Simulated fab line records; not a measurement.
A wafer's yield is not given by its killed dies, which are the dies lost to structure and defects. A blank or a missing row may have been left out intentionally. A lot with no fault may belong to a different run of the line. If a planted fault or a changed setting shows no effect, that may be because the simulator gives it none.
Lot-split experiment ; flow sfqLine ; route with 325 steps; 5 lots, 23 wafers read

== THE SPLIT ITSELF ==
At SFQ_TRILAYER_A5B_DEP_PECVD_129 (deposits SiO2 from SiH4/N2O, time 133.33 s, target thk 600 nm), the setting timeS was moved away from the recipe's 133.33 s on 11 of the 23 wafers read, by -12.8% to +12.9%. For the rest of the wafers, this setting stayed at what the recipe calls for.

The split's own step is where the reading is taken.

== THE READING ==
SiO2_of_TRILAYER_A5B_DEP_PECVD_129.thkNm (the simulator's own value, which no gauge read), in nm, at SFQ_TRILAYER_A5B_DEP_PECVD_129 (deposits SiO2 from SiH4/N2O, time 133.33 s, target thk 600 nm). The file does not state a usual value for it. Here, 12 wafers ran the recipe; their average is 599.4 nm with a standard deviation of 9.1 nm.

wafer;tool, chamber at the split;timeS as run, s;against the recipe;SiO2_of_TRILAYER_A5B_DEP_PECVD_129.thkNm, nm;against lot-mates on the recipe
L074.1;pecvd-01, 0;144.8;+8.6%;636.9;+52.4
L074.2;pecvd-01, 1;144.8;+8.6%;639.9;+55.4
L074.3;pecvd-01, 2;133.33;recipe;579.8;-
L074.5;pecvd-01, 2;144.8;+8.6%;648.3;+63.8
L074.6;pecvd-01, 0;133.33;recipe;589.2;-
L075.1;pecvd-03, 1;150.5;+12.9%;668.7;+70.5
L075.2;pecvd-03, 0;133.33;recipe;594.6;-
L075.3;pecvd-03, 2;150.5;+12.9%;669.3;+71.0
L075.5;pecvd-03, 0;133.33;recipe;601.9;-
L075.6;pecvd-03, 1;150.5;+12.9%;684.6;+86.4
L078.1;pecvd-01, 0;133.33;recipe;599.3;-
L078.2;pecvd-01, 2;133.33;recipe;603;-
L078.3;pecvd-01, 0;116.2;-12.8%;524.5;-76.6
L078.4;pecvd-01, 2;116.2;-12.8%;529.1;-72.0
L078.5;pecvd-01, 0;116.2;-12.8%;527.3;-73.9
L079.2;pecvd-01, 1;133.33;recipe;605.9;-
L079.4;pecvd-01, 1;133.33;recipe;611.4;-
L079.6;pecvd-01, 0;133.33;recipe;602.8;-
L082.2;pecvd-01, 2;133.33;recipe;593.9;-
L082.3;pecvd-01, 0;147;+10.3%;663.9;+62.2
L082.4;pecvd-01, 1;133.33;recipe;614.4;-
L082.5;pecvd-01, 0;147;+10.3%;669.2;+67.5
L082.6;pecvd-01, 2;133.33;recipe;596.9;-

THE FIT
A straight line over all 23 wafers: SiO2_of_TRILAYER_A5B_DEP_PECVD_129.thkNm changes by +5.71 nm for each +1% of timeS; r = +0.98; the points scatter about the line by 8.6 nm.
The same after taking each lot's own level away (the mean of its wafers on the recipe; 23 wafers): +5.99 nm for each +1%; r = +0.99; scatter 5.9 nm.
Per that fit: largest timeS move, reading shift of 77 nm.
Across the lots, their own levels run from 584.50 to 606.70 nm, a range of 2.4 times the standard deviation given above.
Consequently the slope shifts little with the lot-to-lot level, the two slopes agreeing.
Check: for one of the wafers moved furthest among these (+12.9%), held out of the fit, the line's prediction against its lot-mates is +79.6 nm. It came out at +70.5 nm against them.

== THE OTHER SPLITS THESE WAFERS WENT THROUGH ==
Other splits were also applied to these wafers ahead of the reading. Each is held against what the fit with the lots' levels taken away leaves over:
other split on the same wafers;wafers away from the commonest value;r with SiO2_of_TRILAYER_A5B_DEP_PECVD_129.thkNm (lot level and that fit taken away)
SFQ_TRILAYER_M5_LITHO_PEB_126 pebTempC;10;-0.37

== THE FILE'S OWN FIT ==
SiO2_of_TRILAYER_A5B_DEP_PECVD_129.thkNm changes by +6.05 nm for each +1% of timeS, r = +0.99.
